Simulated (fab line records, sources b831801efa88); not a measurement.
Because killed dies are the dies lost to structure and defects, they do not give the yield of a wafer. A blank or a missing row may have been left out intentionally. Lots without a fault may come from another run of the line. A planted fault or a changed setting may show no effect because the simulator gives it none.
Struck lot and sound lot, side by side | flow gf180mcu | 29 out of 602 route steps
Sound: wafers L126.1, L126.3, L126.6. Struck: wafer L133.4. The cause comes at the end.
Per side, at each step with rows, come the tool, then ch with its chambers, and then its first start. Under that, the readings that differ: sound wafers | struck wafers | difference of the means | sigmas: that difference in standard deviations of wafers without a fault.
alike: readings whose means differ by less than 2 such deviations, and words and numbers that are the same on both sides. not compared: withheld readings, readings that some wafer has no value for, bounds like >300 that may hide the same value, and numbers for which the record gives no deviation and whose values overlap.
Wherever a step has rows on one side only, a row that says differs or no value, or a row with sigmas, the two part there. Numbers that have no deviation but don't overlap get no sigmas and don't part them. A reading missing from all wafers of one side parts the sides only when that side holds two or more wafers.

GF_V1_ETCH_17: etches SiO2 in C4F8/O2/Ar, stops on TiN, target depth 630 nm.
  sound: rieDiel-01 ch 1,3; struck: rieDiel-03 ch 2
  alike: oesProductAu
then, 3 steps without rows for these wafers: GF_V1_STRIP_18 (strips in O2/N2); GF_V1_STRIP_19 (strips in post etch residue remover, time 1200 s); GF_V1_CLEAN_20 (cleans in DIW).
GF_V1_SPUTTER_21: material Ti, target thk 15 nm, time 80.02 s.
  sound: pvdSputter-04 at day 20 12:02; struck: pvdSputter-02 at day 22 23:20
  alike: throttleValvePct
then, 2 steps without rows for these wafers: GF_V1_SPUTTER_22 (material TiN, target thk 10 nm, time 40 s); GF_V1_CVD_23 (deposits W, target thk 350 nm, time 105.05 s).
GF_V1_RS_MEAS_24: a four-point-probe measurement.
  sound: filmMetro-03 at day 20 12:15; struck: filmMetro-03 at day 22 23:37
  alike: V1_W_RS
GF_V1_THK_MEAS_25: measures by xrf.
  sound: filmMetro-03 at day 20 12:22; struck: filmMetro-03 at day 22 23:42
  alike: V1_W_THK
then, 1 step without rows for these wafers: GF_V1_CMP_26 (polishes, stops on SiO2, t overpolish 15 s, target thk 0 nm).
GF_M2_SPUTTER_00: material Ti, target thk 37.5 nm, time 150 s.
  sound: pvdSputter-02 at day 20 12:44; struck: pvdSputter-01 at day 23 00:05
  alike: throttleValvePct
then, 1 step without rows for these wafers: GF_M2_SPUTTER_01 (material TiN, target thk 30 nm, time 25 s).
GF_M2_SPUTTER_02: material AlCu, target thk 450 nm, time 23.9 s.
  sound: pvdSputter-02 at day 20 12:52; struck: pvdSputter-01 at day 23 00:10
reading                                | sound             | struck | difference | sigmas
throttleValvePct (%)                   | 29.1 29.1 29.1    | 30.9   | +1.8       | +2
model.AlCu_of_M2_SPUTTER_02.thkNm (nm) | 447.4 454.3 445.8 | 426.2  | -23.0      | 
GF_M2_SPUTTER_03: material Ti, target thk 10 nm, time 6.7 s.
  sound: pvdSputter-02 at day 20 12:53; struck: pvdSputter-01 at day 23 00:12
reading              | sound          | struck | difference | sigmas
throttleValvePct (%) | 29.1 29.2 29.1 | 30.8   | +1.7       | +2
GF_M2_SPUTTER_04: material TiN, target thk 50 nm, time 41.7 s.
  sound: pvdSputter-02 at day 20 12:55; struck: pvdSputter-01 at day 23 00:14
reading              | sound          | struck | difference | sigmas
throttleValvePct (%) | 29.3 29.3 29.1 | 31.0   | +1.8       | +2
GF_M2_RS_MEAS_05: a four-point-probe measurement.
  sound: filmMetro-03 at day 20 12:57; struck: filmMetro-04 at day 23 00:19
reading             | sound                | struck | difference | sigmas
M2_ALCU_RS (ohm/sq) | 0.0701 0.0689 0.0702 | 0.0734 | +0.0037    | +3
GF_M2_THK_MEAS_06: measures by xrf.
  sound: filmMetro-03 at day 20 13:04; struck: filmMetro-04 at day 23 00:24
reading          | sound       | struck | difference | sigmas
M2_ALCU_THK (nm) | 454 462 453 | 431    | -25        | -3
then, 7 steps without rows for these wafers: GF_M2_DEHYDRATE_07 (time 60 s); GF_M2_HMDS_08 (prime time 60 s); GF_M2_COAT_09 (resist thk 1006 nm); GF_M2_SOFTBAKE_10 (time 60 s); GF_M2_EXPOSE_11 (exposes mask Metal2, target cd 280 nm); GF_M2_PEB_12 (peb time 90 s); GF_M2_DEVELOP_13 (develop time 60 s).
GF_M2_CD_MEAS_14: the cd target is 280 nm.
  sound: cdSem-02 at day 21 12:53; struck: cdSem-02 at day 23 23:15
  alike: cdNm
GF_M2_OVL_MEAS_15:
  sound: overlay-02 at day 21 13:01; struck: overlay-02 at day 23 23:20
  alike: M2_OVL
GF_M2_METAL_ETCH_16: etches the open film in Cl2/BCl3, stops on SiO2, target depth 627.5 nm, time 104.6 s.
  sound on rieMetal-04 ch 1, day 21 13:03; struck on rieMetal-01 ch 0, day 23 23:23
reading                      | sound                | struck | difference | sigmas
drypumpMotorCurrentA (A)     | 4.9 4.9 4.9          | 6.5    | +1.6       | +2
oesProductAu (a.u.)          | 0.975 0.981 0.978    | 0.952  | -0.026     | -3
throttleValvePct (%)         | 28.256 28.248 28.248 | 28.281 | +0.030     | +3
model.etch.depthNm (nm)      | 600.2 607.3 598.7    | 580    | -22        | 
model.M2.featureDepthNm (nm) | 600.2 607.3 598.7    | 580    | -22        | 
  not compared: rfHoursCounterH
then, 1 step without rows for these wafers: GF_M2_STRIP_17 (strips in O2/N2).
GF_PASSIVATION_PROBE_99:
  the record has rows for the sound wafers here (prober-02, day 30 21:30) and none for the struck ones

== WHERE THEY PART ==
At GF_M2_SPUTTER_02 first; at GF_PASSIVATION_PROBE_99 last (within this record only).

WHY: what the simulator had put in
Drift in process parameters on pvdSputter-01 at GF_M2_SPUTTER_02, starting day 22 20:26. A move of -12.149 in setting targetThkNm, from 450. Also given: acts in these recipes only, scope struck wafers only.
